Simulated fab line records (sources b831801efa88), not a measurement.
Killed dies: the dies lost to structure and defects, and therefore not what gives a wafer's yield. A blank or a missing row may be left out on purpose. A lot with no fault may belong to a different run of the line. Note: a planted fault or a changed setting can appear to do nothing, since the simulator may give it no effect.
2 desks, one fault -- flow gf180mcu -- each desk has only its own numbers; what lay behind them comes last

## TOOL OWNER'S DESK, implanter-02
The tool's own readings at GF_MVPSD_IMPLANT_09: means of the sampled wafers that have a number, for each lot that ran on this tool. Any lot whose mean is over 4 standard deviations away from the usual mean is out of limits and marked OUT; that distance is given in the brackets.
Columns: A = endStationPressureTorr at GF_MVPSD_IMPLANT_09, usual 5.01e-06 Torr
lot,first seen here,A
L449,day 5 04:46,4.94e-06
L466,day 9 11:04,4.87e-06
This desk found nothing out of limits on any of the 2 lots.

## THE METROLOGY DESK
Lot by lot, what the gauges showed, no matter which tool ran the lot: averages of those sampled wafers that carry a number. Any lot whose mean is over 4 standard deviations away from the usual mean is out of limits and marked OUT; that distance is given in the brackets.
Columns: A = MVSD_TW at GF_MVSD_TW_MEAS_11, usual 1567; B = MVPSD_OVL at GF_MVPSD_OVL_MEAS_07, usual -1.0 nm; C = MVPSD_TW at GF_MVPSD_TW_MEAS_11, usual 548; D = VT_IMPLANT_OVL at GF_VT_IMPLANT_OVL_MEAS_07, usual -1.2 nm; E = VT_IMPLANT_TW at GF_VT_IMPLANT_TW_MEAS_10, usual 557; F = VT_IMPLANT_01_OVL at GF_VT_IMPLANT_OVL_MEAS_18, usual 0.8 nm; G = VT_IMPLANT_2_TW at GF_VT_IMPLANT_TW_MEAS_21, usual 1207
lot,first seen here,A,B,C,D,E,F,G
L449,day 4 15:11,1546,-2.7,554,-0.4,551,-0.4,1189
L452,day 5 08:31,1543,-2.2,542,-1.9,553,0.7,1213
L453,day 5 14:01,1569,-1.5,551,-0.8,552,3.1,1213
L466,day 8 18:20,1572,-0.2,536,-0.8,564,0.6,1207
L471,day 9 22:02,1588,-1.1,555,-1.4,548,-0.2,1202
This desk found nothing out of limits on any of the 5 lots.

## PUT TOGETHER
The tool owner's desk saw nothing out of limits.
The metrology desk saw nothing out of limits.

## WHAT WAS PUT IN BY THE SIMULATOR
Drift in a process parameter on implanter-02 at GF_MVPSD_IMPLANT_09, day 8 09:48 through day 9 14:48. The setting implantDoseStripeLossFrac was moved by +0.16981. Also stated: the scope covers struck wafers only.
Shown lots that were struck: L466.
